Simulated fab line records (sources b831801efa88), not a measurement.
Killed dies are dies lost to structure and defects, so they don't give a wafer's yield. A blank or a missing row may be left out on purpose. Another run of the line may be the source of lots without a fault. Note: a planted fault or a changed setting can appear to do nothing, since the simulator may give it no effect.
The tool behind it: which one? || flow gf180mcu || 39 wafers from 13 lots sampled at 5 of the route's 602 steps

WHAT THE GAUGES SHOWED, per wafer
GF_STI_THK_MEAS_22.
{"lot": "L955", "measured": "day 2 04:52", "on": "film-metro-02", "STI_OXIDATION_01_THK (nm)": "15.2 15.3 15.2"}
{"lot": "L957", "measured": "day 2 14:59", "on": "film-metro-03", "STI_OXIDATION_01_THK (nm)": "14.7 14.7 15.0"}
{"lot": "L958", "measured": "day 2 19:27", "on": "film-metro-02", "STI_OXIDATION_01_THK (nm)": "15.1 15.2 15.3"}
{"lot": "L959", "measured": "day 3 00:58", "on": "film-metro-02", "STI_OXIDATION_01_THK (nm)": "- - -"}
{"lot": "L960", "measured": "day 3 07:06", "on": "film-metro-02", "STI_OXIDATION_01_THK (nm)": "- - -"}
{"lot": "L970", "measured": "day 5 12:58", "on": "film-metro-03", "STI_OXIDATION_01_THK (nm)": "14.8 14.9 15.0"}
{"lot": "L971", "measured": "day 5 15:59", "on": "film-metro-04", "STI_OXIDATION_01_THK (nm)": "15.2 14.9 15.0"}
{"lot": "L972", "measured": "day 5 18:38", "on": "film-metro-04", "STI_OXIDATION_01_THK (nm)": "15.0 15.1 15.0"}
{"lot": "L973", "measured": "day 6 04:12", "on": "film-metro-04", "STI_OXIDATION_01_THK (nm)": "15.1 15.5 15.2"}
{"lot": "L974", "measured": "day 6 09:05", "on": "film-metro-04", "STI_OXIDATION_01_THK (nm)": "15.1 14.9 15.1"}
{"lot": "L975", "measured": "day 6 12:40", "on": "film-metro-03", "STI_OXIDATION_01_THK (nm)": "15.0 15.0 14.7"}
{"lot": "L976", "measured": "day 6 18:51", "on": "film-metro-04", "STI_OXIDATION_01_THK (nm)": "15.3 15.3 15.2"}
{"lot": "L977", "measured": "day 6 20:17", "on": "film-metro-03", "STI_OXIDATION_01_THK (nm)": "14.8 14.5 14.5"}

GF_VT_IMPLANT_TW_MEAS_32.
{"lot": "L955", "measured": "day 6 21:06", "on": "film-metro-04", "VT_IMPLANT_3_TW": "270.7 272.3 271.5"}
{"lot": "L957", "measured": "day 7 10:18", "on": "film-metro-01", "VT_IMPLANT_3_TW": "268.4 269.1 269.5"}
{"lot": "L958", "measured": "day 7 17:46", "on": "film-metro-01", "VT_IMPLANT_3_TW": "268.0 268.9 269.1"}
{"lot": "L970", "measured": "day 11 06:26", "on": "film-metro-01", "VT_IMPLANT_3_TW": "269.0 270.1 268.5"}
{"lot": "L971", "measured": "day 11 08:55", "on": "film-metro-04", "VT_IMPLANT_3_TW": "272.4 271.5 273.9"}
{"lot": "L972", "measured": "day 11 13:38", "on": "film-metro-01", "VT_IMPLANT_3_TW": "268.7 268.5 270.0"}
{"lot": "L973", "measured": "day 11 23:53", "on": "film-metro-04", "VT_IMPLANT_3_TW": "273.6 273.5 273.0"}
{"lot": "L974", "measured": "day 12 06:43", "on": "film-metro-04", "VT_IMPLANT_3_TW": "270.6 272.2 272.0"}
{"lot": "L975", "measured": "day 12 11:05", "on": "film-metro-02", "VT_IMPLANT_3_TW": "271.0 270.6 271.3"}
{"lot": "L976", "measured": "day 12 20:59", "on": "film-metro-04", "VT_IMPLANT_3_TW": "271.6 270.8 270.1"}
{"lot": "L977", "measured": "day 12 21:03", "on": "film-metro-01", "VT_IMPLANT_3_TW": "267.2 267.3 268.4"}

WHICH TOOL RAN EACH LOT (tool, then ch and the chambers of the sampled wafers, then the start)
{"lot": "L955", "GF_STI_CVD_03": "lpcvd-01 ch 1, day 1 11:34", "GF_STI_CMP_25": "cmp-01 ch 0,1,2, day 2 05:07", "GF_NWELL_STRIP_10": "plasma-asher-04 ch 0,1, day 3 08:59"}
{"lot": "L957", "GF_STI_CVD_03": "lpcvd-02 ch 0, day 1 21:34", "GF_STI_CMP_25": "cmp-02 ch 0,2, day 2 15:16", "GF_NWELL_STRIP_10": "plasma-asher-04 ch 1, day 3 18:54"}
{"lot": "L958", "GF_STI_CVD_03": "lpcvd-02 ch 0, day 2 03:17", "GF_STI_CMP_25": "cmp-01 ch 0,3, day 2 19:41", "GF_NWELL_STRIP_10": "plasma-asher-01 ch 0,1, day 4 00:23"}
{"lot": "L959", "GF_STI_CVD_03": "lpcvd-01 ch 1, day 2 07:34", "GF_STI_CMP_25": "cmp-02 ch 1,2, day 3 01:10", "GF_NWELL_STRIP_10": "-"}
{"lot": "L960", "GF_STI_CVD_03": "lpcvd-02 ch 1, day 2 13:55", "GF_STI_CMP_25": "cmp-02 ch 1,2, day 3 07:20", "GF_NWELL_STRIP_10": "-"}
{"lot": "L970", "GF_STI_CVD_03": "lpcvd-02 ch 1, day 4 15:11", "GF_STI_CMP_25": "cmp-02 ch 0,1,2, day 5 13:15", "GF_NWELL_STRIP_10": "plasma-asher-04 ch 0,1, day 6 23:30"}
{"lot": "L971", "GF_STI_CVD_03": "lpcvd-02 ch 1, day 4 19:34", "GF_STI_CMP_25": "cmp-01 ch 0,1,2, day 5 16:14", "GF_NWELL_STRIP_10": "plasma-asher-04 ch 0,1, day 7 02:31"}
{"lot": "L972", "GF_STI_CVD_03": "lpcvd-02 ch 1, day 5 00:34", "GF_STI_CMP_25": "cmp-01 ch 0,1,2, day 5 18:58", "GF_NWELL_STRIP_10": "plasma-asher-04 ch 0,1, day 7 05:40"}
{"lot": "L973", "GF_STI_CVD_03": "lpcvd-01 ch 0, day 5 07:30", "GF_STI_CMP_25": "cmp-01 ch 0,1,3, day 6 04:23", "GF_NWELL_STRIP_10": "plasma-asher-01 ch 0,1, day 7 13:54"}
{"lot": "L974", "GF_STI_CVD_03": "lpcvd-02 ch 0, day 5 14:55", "GF_STI_CMP_25": "cmp-01 ch 0,1, day 6 09:35", "GF_NWELL_STRIP_10": "plasma-asher-04 ch 0,1, day 7 20:05"}
{"lot": "L975", "GF_STI_CVD_03": "lpcvd-02 ch 1, day 5 17:55", "GF_STI_CMP_25": "cmp-01 ch 0,1, day 6 12:50", "GF_NWELL_STRIP_10": "plasma-asher-04 ch 0,1, day 7 23:30"}
{"lot": "L976", "GF_STI_CVD_03": "lpcvd-01 ch 0, day 5 21:32", "GF_STI_CMP_25": "cmp-01 ch 1,2,3, day 6 19:05", "GF_NWELL_STRIP_10": "plasma-asher-01 ch 0,1, day 8 07:06"}
{"lot": "L977", "GF_STI_CVD_03": "lpcvd-02 ch 0, day 6 01:34", "GF_STI_CMP_25": "cmp-02 ch 0,1,3, day 6 20:29", "GF_NWELL_STRIP_10": "plasma-asher-01 ch 0,1, day 8 08:02"}
- GF_STI_CVD_03: deposits Si3N4 from DCS/NH3, target thk 207.16 nm, time 3551 s.
- GF_STI_CMP_25: polishes, stops on Si3N4, t overpolish 33 s, target thk 524.6 nm.
- GF_NWELL_STRIP_10: strips in O2/N2.

WHAT THE TOOLS THEMSELVES READ (means of the sampled wafers that have a number; where no wafer has one, the mark that the record gives instead)
GF_STI_CVD_03.
{"lot": "L955", "tool": "lpcvd-01", "pressure-mtorr (mTorr)": 249.8, "spike-tc-bottom-C (C)": 783}
{"lot": "L957", "tool": "lpcvd-02", "pressure-mtorr (mTorr)": 250.1, "spike-tc-bottom-C (C)": 794}
{"lot": "L958", "tool": "lpcvd-02", "pressure-mtorr (mTorr)": 249.9, "spike-tc-bottom-C (C)": 795}
{"lot": "L959", "tool": "lpcvd-01", "pressure-mtorr (mTorr)": "-", "spike-tc-bottom-C (C)": "-"}
{"lot": "L960", "tool": "lpcvd-02", "pressure-mtorr (mTorr)": "-", "spike-tc-bottom-C (C)": "-"}
{"lot": "L970", "tool": "lpcvd-02", "pressure-mtorr (mTorr)": 249.7, "spike-tc-bottom-C (C)": 792}
{"lot": "L971", "tool": "lpcvd-02", "pressure-mtorr (mTorr)": 249.6, "spike-tc-bottom-C (C)": 791}
{"lot": "L972", "tool": "lpcvd-02", "pressure-mtorr (mTorr)": 250.8, "spike-tc-bottom-C (C)": 792}
{"lot": "L973", "tool": "lpcvd-01", "pressure-mtorr (mTorr)": 250.7, "spike-tc-bottom-C (C)": 790}
{"lot": "L974", "tool": "lpcvd-02", "pressure-mtorr (mTorr)": 249.9, "spike-tc-bottom-C (C)": 794}
{"lot": "L975", "tool": "lpcvd-02", "pressure-mtorr (mTorr)": 250.0, "spike-tc-bottom-C (C)": 792}
{"lot": "L976", "tool": "lpcvd-01", "pressure-mtorr (mTorr)": 250.4, "spike-tc-bottom-C (C)": 790}
{"lot": "L977", "tool": "lpcvd-02", "pressure-mtorr (mTorr)": 250.3, "spike-tc-bottom-C (C)": 795}

GF_STI_CMP_25.
{"lot": "L955", "tool": "cmp-01", "motor-current-A (A)": 12.2}
{"lot": "L957", "tool": "cmp-02", "motor-current-A (A)": 11.9}
{"lot": "L958", "tool": "cmp-01", "motor-current-A (A)": 13.0}
{"lot": "L959", "tool": "cmp-02", "motor-current-A (A)": 11.8}
{"lot": "L960", "tool": "cmp-02", "motor-current-A (A)": 11.1}
{"lot": "L970", "tool": "cmp-02", "motor-current-A (A)": 11.9}
{"lot": "L971", "tool": "cmp-01", "motor-current-A (A)": 11.6}
{"lot": "L972", "tool": "cmp-01", "motor-current-A (A)": 11.8}
{"lot": "L973", "tool": "cmp-01", "motor-current-A (A)": 12.2}
{"lot": "L974", "tool": "cmp-01", "motor-current-A (A)": 11.2}
{"lot": "L975", "tool": "cmp-01", "motor-current-A (A)": 12.1}
{"lot": "L976", "tool": "cmp-01", "motor-current-A (A)": 11.9}
{"lot": "L977", "tool": "cmp-02", "motor-current-A (A)": 12.8}

GF_NWELL_STRIP_10.
{"lot": "L955", "tool": "plasma-asher-04", "drypump-motor-current-A (A)": 5.44, "heater-power-w (W)": 296, "n2-flow-sccm (sccm)": 300.8, "oes-product-au (a.u.)": 0.723, "strip-time-to-endpoint-s (s)": 37.05}
{"lot": "L957", "tool": "plasma-asher-04", "drypump-motor-current-A (A)": 5.41, "heater-power-w (W)": 286, "n2-flow-sccm (sccm)": 300.2, "oes-product-au (a.u.)": 0.720, "strip-time-to-endpoint-s (s)": 36.91}
{"lot": "L958", "tool": "plasma-asher-01", "drypump-motor-current-A (A)": 5.75, "heater-power-w (W)": 312, "n2-flow-sccm (sccm)": 299.8, "oes-product-au (a.u.)": 0.725, "strip-time-to-endpoint-s (s)": 36.98}
{"lot": "L970", "tool": "plasma-asher-04", "drypump-motor-current-A (A)": 5.42, "heater-power-w (W)": 302, "n2-flow-sccm (sccm)": 300.3, "oes-product-au (a.u.)": 0.725, "strip-time-to-endpoint-s (s)": 37.02}
{"lot": "L971", "tool": "plasma-asher-04", "drypump-motor-current-A (A)": 5.46, "heater-power-w (W)": 312, "n2-flow-sccm (sccm)": 301.3, "oes-product-au (a.u.)": 0.721, "strip-time-to-endpoint-s (s)": 36.95}
{"lot": "L972", "tool": "plasma-asher-04", "drypump-motor-current-A (A)": 5.47, "heater-power-w (W)": 307, "n2-flow-sccm (sccm)": 300.1, "oes-product-au (a.u.)": 0.724, "strip-time-to-endpoint-s (s)": 36.83}
{"lot": "L973", "tool": "plasma-asher-01", "drypump-motor-current-A (A)": 5.51, "heater-power-w (W)": 315, "n2-flow-sccm (sccm)": 299.8, "oes-product-au (a.u.)": 0.722, "strip-time-to-endpoint-s (s)": 36.82}
{"lot": "L974", "tool": "plasma-asher-04", "drypump-motor-current-A (A)": 5.43, "heater-power-w (W)": 301, "n2-flow-sccm (sccm)": 300.0, "oes-product-au (a.u.)": 0.726, "strip-time-to-endpoint-s (s)": 37.05}
{"lot": "L975", "tool": "plasma-asher-04", "drypump-motor-current-A (A)": 5.43, "heater-power-w (W)": 301, "n2-flow-sccm (sccm)": 300.3, "oes-product-au (a.u.)": 0.729, "strip-time-to-endpoint-s (s)": 37.09}
{"lot": "L976", "tool": "plasma-asher-01", "drypump-motor-current-A (A)": 5.51, "heater-power-w (W)": 317, "n2-flow-sccm (sccm)": 300.0, "oes-product-au (a.u.)": 0.721, "strip-time-to-endpoint-s (s)": 37.09}
{"lot": "L977", "tool": "plasma-asher-01", "drypump-motor-current-A (A)": 5.77, "heater-power-w (W)": 315, "n2-flow-sccm (sccm)": 300.0, "oes-product-au (a.u.)": 0.722, "strip-time-to-endpoint-s (s)": 36.89}

THE ANSWER, worked out from the rows above alone
Rule: the lots themselves supply what counts as usual. Put in order of their means at a reading, lots are off if they are a third of the lots or fewer, leave a main group of 4 or more, and stand apart from it by a gap of 3 or more times the standard deviation of the main group's means; of several such gaps the widest counts. A main group is skipped when, at the precision printed for the reading in the tables above, its means are all equal. Also off: a lot with no number at a reading for which 4 or more lots have one. Where the step has rows for the other lots, those lots are counted as sound. First the gauges in route order, then the tools' own readings, where a lot's mean is used as printed above. At the first step where some lot is off, the reading lying furthest off is the one used; lots without a number count as furthest.
Off: L959, L960, seen at GF_STI_THK_MEAS_22 (STI_OXIDATION_01_THK). Without a number there: L959, L960. For the main group the mean is 15.0 nm and the standard deviation 0.2.
A tool fits if, at a process step before that reading, it ran every lot that is off, and no sound lot after the first of them. The gauges at GF_STI_THK_MEAS_22 aren't tried: what is off there is off at GF_STI_CVD_03 too, on other tools, and a gauge's error can't cause that. No candidate that was tried fits.

WHAT WAS PUT IN BY THE SIMULATOR
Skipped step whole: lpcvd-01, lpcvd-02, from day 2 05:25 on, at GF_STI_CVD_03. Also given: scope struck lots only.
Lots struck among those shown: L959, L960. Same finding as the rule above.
